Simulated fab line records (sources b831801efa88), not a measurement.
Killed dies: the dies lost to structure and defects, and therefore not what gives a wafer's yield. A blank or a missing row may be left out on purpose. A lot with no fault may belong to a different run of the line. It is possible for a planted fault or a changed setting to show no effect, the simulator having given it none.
A struck lot beside a sound one    flow sky130    16 out of 708 route steps
Sound: wafers L171.2, L171.3, L171.5. Wafers struck: L165.3, L165.4, L165.6. Last of all comes the cause.
Each step with rows lists, per side, the tool, then ch with its chambers, then its first start. Under that, the readings that differ: sound wafers    struck wafers    difference of the means    sigmas: that difference in standard deviations of wafers without a fault.
alike: readings whose means differ by less than 2 such deviations, and words and numbers that are the same on both sides. not compared: withheld readings, readings that some wafer has no value for, bounds like >300 that may hide the same value, and numbers for which the record gives no deviation and whose values overlap.
The two part at a step that has a row with sigmas, a row that says differs or no value, or rows on one side only. Non-overlapping numbers with no deviation appear without sigmas and do not part them. A reading missing from all wafers of one side parts the sides only when that side holds two or more wafers.

SKY_VIA2_CMP_02: polishes SiO2.
  sound on cmp-02 ch 1,2, day 40 02:29; struck on cmp-02 ch 0,3, day 38 07:59
  alike: motor current A, retaining ring pressure frac
SKY_VIA2_BOW_MEAS_03:
  sound on film metro-03 at day 40 02:48; struck on film metro-03 at day 38 08:19
  alike: VIA2_BOW
then, 8 steps without rows for these wafers: SKY_VIA2_DEHYDRATE_04 (time 60 s); SKY_VIA2_HMDS_05 (prime time 60 s); SKY_VIA2_COAT_06 (resist thk 60 nm); SKY_VIA2_COAT_07 (resist thk 450 nm); SKY_VIA2_SOFTBAKE_08 (time 90 s); SKY_VIA2_EXPOSE_09 (exposes mask VIM2, target cd 200 nm); SKY_VIA2_PEB_10; SKY_VIA2_DEVELOP_11 (develop time 60 s).
SKY_VIA2_CD_MEAS_12 targets a cd of 200 nm.
  sound on cd sem-02 at day 41 03:22; struck on cd sem-01 at day 39 09:34
  alike: cd nm
SKY_VIA2_OVL_MEAS_13:
  sound on overlay-01 at day 41 03:28; struck on overlay-01 at day 39 09:40
  alike: VIA2_OVL
SKY_VIA2_ETCH_14: etches BARC in N2/H2, stops on SiO2, time 45.9 s, target depth 60 nm.
  sound on rie diel-03 ch 0,3, day 41 03:30; struck on rie diel-01 ch 2,3, day 39 09:41
  no value came back on the struck wafers for any of 5 readings (bias w (W), chamber pressure mTorr (mTorr) and others); on the sound wafers bias w (W) reads 100.00 100.34 99.95
reading                                      sound              struck           difference  sigmas
model.KrF-thick_of_VIA2_COAT_07.thk nm (nm)  393.5 394.9 394.8  436.1 435 436.4  +41.4       
  not compared: rf hours counter h
SKY_VIA2_ETCH_15: etches SiO2 in C4F8/O2/Ar, stops on TiN, target depth 546 nm, time 84 s.
  sound on rie diel-03 ch 0,3, day 41 03:33; struck on rie diel-01 ch 2,3, day 39 09:44
reading                                      sound              struck             difference  sigmas
oes product au (a.u.)                        0.944 0.946 0.943  0.373 0.377 0.362  -0.574      -99 or more
model.KrF-thick_of_VIA2_COAT_07.thk nm (nm)  284.8 285.3 285.9  327 326.2 327.8    +42         
  alike: bias w, chamber pressure mTorr
  not compared: rf hours counter h
SKY_VIA2_STRIP_16: strips in O2/N2.
  sound on plasma asher-01 ch 0,1, day 41 03:37; struck on plasma asher-02 ch 0,1, day 39 09:49
reading                       sound              struck             difference  sigmas
oes product au (a.u.)         0.396 0.406 0.398  0.422 0.423 0.420  +0.022      +5
strip time to endpoint s (s)  4.057 4.066 4.067  4.506 4.508 4.528  +0.451      +21
  alike: drypump motor current A
  not compared: rf hours counter h
then, 1 step without rows for these wafers: SKY_VIA2_STRIP_17 (strips in post etch residue remover, time 1200 s).

WHERE THEY PART
First at SKY_VIA2_ETCH_14; last, within this record, at SKY_VIA2_STRIP_16.

WHY: whatever the simulator had introduced
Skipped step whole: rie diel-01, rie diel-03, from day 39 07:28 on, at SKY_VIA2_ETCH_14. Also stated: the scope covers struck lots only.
